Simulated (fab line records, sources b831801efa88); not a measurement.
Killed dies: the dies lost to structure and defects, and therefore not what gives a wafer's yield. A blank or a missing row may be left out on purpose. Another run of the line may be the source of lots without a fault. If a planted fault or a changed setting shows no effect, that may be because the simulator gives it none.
Matching of chambers || flow gf180mcu || GF_V5_CMP_04 on cmp-02 has 4 sister chambers
The step polishes SiO2. 4 wafers are shown with their chamber, then 9 later ones without.

WAFERS, EACH WITH ITS CHAMBER
{"wafer": "L794.1", "chamber": 3, "motor_current_A (A)": 12.6}
{"wafer": "L794.2", "chamber": 0, "motor_current_A (A)": 13.9}
{"wafer": "L795.1", "chamber": 1, "motor_current_A (A)": 11.9}
{"wafer": "L795.6", "chamber": 2, "motor_current_A (A)": 12.5}

WAFERS WITH NO CHAMBER GIVEN
{"wafer": "L797.1", "motor_current_A (A)": 12.0}
{"wafer": "L797.2", "motor_current_A (A)": 13.0}
{"wafer": "L797.3", "motor_current_A (A)": 12.3}
{"wafer": "L801.1", "motor_current_A (A)": 12.4}
{"wafer": "L801.4", "motor_current_A (A)": 11.6}
{"wafer": "L801.5", "motor_current_A (A)": 12.1}
{"wafer": "L804.1", "motor_current_A (A)": 12.6}
{"wafer": "L804.2", "motor_current_A (A)": 11.9}
{"wafer": "L804.4", "motor_current_A (A)": 13.2}

WHICH CHAMBER EACH WENT THROUGH
{"wafer": "L797.1", "from the rows above": "can't be placed: 1 or 2 or 3", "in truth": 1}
{"wafer": "L797.2", "from the rows above": "can't be placed: 3 or 2 or 0", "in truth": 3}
{"wafer": "L797.3", "from the rows above": "can't be placed: 2 or 3 or 1", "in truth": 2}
{"wafer": "L801.1", "from the rows above": "can't be placed: 2 or 3 or 1", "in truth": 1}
{"wafer": "L801.4", "from the rows above": 1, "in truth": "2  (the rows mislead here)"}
{"wafer": "L801.5", "from the rows above": "can't be placed: 1 or 2 or 3", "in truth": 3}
{"wafer": "L804.1", "from the rows above": "can't be placed: 3 or 2", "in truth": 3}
{"wafer": "L804.2", "from the rows above": 1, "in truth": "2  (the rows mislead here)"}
{"wafer": "L804.4", "from the rows above": "can't be placed: 3 or 2 or 0", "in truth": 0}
0 of 9 placed correctly. Unplaceable from these rows: 7, with the true chamber sitting among the candidates in 7. 2 placed wrongly.
How it was worked out, from the rows above alone: a wafer's distance from a chamber is the root of the sum, over the readings, of the square of ((its reading less the chamber's mean) divided by the reading's scatter). If the next closest chamber is less than 2 further off than the closest, the wafer can't be placed; otherwise it belongs to the closest. The mean given for a chamber averages the wafers shown for that chamber. The scatter: root of mean squared gap, hidden wafer to nearest shown wafer, with one shown wafer a chamber.
